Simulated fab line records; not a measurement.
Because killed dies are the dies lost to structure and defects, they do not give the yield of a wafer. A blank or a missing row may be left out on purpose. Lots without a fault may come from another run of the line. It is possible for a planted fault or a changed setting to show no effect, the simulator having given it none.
Which tool did it? | flow sfq line | 7 lots, 20 wafers sampled, at 3 steps of a route of 325

## WHAT THE GAUGES SHOWED, per wafer
SFQ_M1_RS_MEAS_909: measurement is done with a four-point probe.
lot  | measured     | on            | M1_NB_RS (ohm/sq)
L798 | day 18 06:48 | film metro-03 | 0.900 0.887 0.894
L801 | day 20 07:59 | film metro-03 | 0.893 0.888 0.891
L803 | day 21 03:16 | film metro-04 | 0.900 0.901 0.895
L806 | day 22 21:39 | film metro-03 | 0.906 0.896 0.892
L808 | day 24 01:47 | film metro-02 | 0.904 0.899 0.905
L812 | day 25 04:59 | film metro-03 | 1.478 1.449
L817 | day 27 03:49 | film metro-04 | 0.884 0.899 0.884

## WHAT TOOL EACH LOT RAN ON (gives the tool, then ch and the chambers of the sampled wafers, and finally the start)
lot  | SFQ_TRILAYER_I0_DEP_PECVD_027   | SFQ_TRILAYER_M1_DEP_SPUTTER_037
L798 | pecvd-04 ch 0,2, day 12 12:03   | pvd sputter-04, day 18 06:43
L801 | pecvd-04 ch 0,1,2, day 14 02:37 | pvd sputter-03, day 20 07:50
L803 | pecvd-03 ch 0,2, day 14 21:47   | pvd sputter-04, day 21 03:08
L806 | pecvd-04 ch 0,1,2, day 16 07:16 | pvd sputter-04, day 22 21:34
L808 | pecvd-03 ch 1,2, day 17 05:40   | pvd sputter-03, day 24 01:42
L812 | pecvd-04 ch 1,2, day 18 02:23   | pvd sputter-03, day 25 04:54
L817 | pecvd-01 ch 0,2, day 20 10:23   | pvd sputter-05, day 27 03:42
- SFQ_TRILAYER_I0_DEP_PECVD_027: deposits SiO2 from SiH4/N2O, time 111.11 s, target thk 500 nm.
- SFQ_TRILAYER_M1_DEP_SPUTTER_037: material Nb, target thk 200 nm, time 133.3 s.

## THE ANSWER, worked out from the rows above alone
Rule: what is usual is taken from the lots themselves. Put in order of their means at a reading, lots are off if they are a third of the lots or fewer, leave a main group of 4 or more, and stand apart from it by a gap of 3 or more times the standard deviation of the main group's means; of several such gaps the widest counts. Not used: any main group whose means are identical at the precision the tables above print for the reading. Also off: a lot with no number at a reading for which 4 or more lots have one. Where the step has rows for the other lots, those lots are counted as sound.
Off: L812, seen at SFQ_M1_RS_MEAS_909 (M1_NB_RS). The main group has a mean of 0.895 ohm/sq with a standard deviation of 0.0048.
If a tool, at a process step before that reading, ran all the lots that are off and no sound lot after the first of them, it fits. Gauges at SFQ_M1_RS_MEAS_909: tried the same way as those tools. Can't be told from this: 3 tools fit, pecvd-04 at SFQ_TRILAYER_I0_DEP_PECVD_027, pvd sputter-03 at SFQ_TRILAYER_M1_DEP_SPUTTER_037, film metro-03 at SFQ_M1_RS_MEAS_909.

## WHAT THE SIMULATOR PUT IN
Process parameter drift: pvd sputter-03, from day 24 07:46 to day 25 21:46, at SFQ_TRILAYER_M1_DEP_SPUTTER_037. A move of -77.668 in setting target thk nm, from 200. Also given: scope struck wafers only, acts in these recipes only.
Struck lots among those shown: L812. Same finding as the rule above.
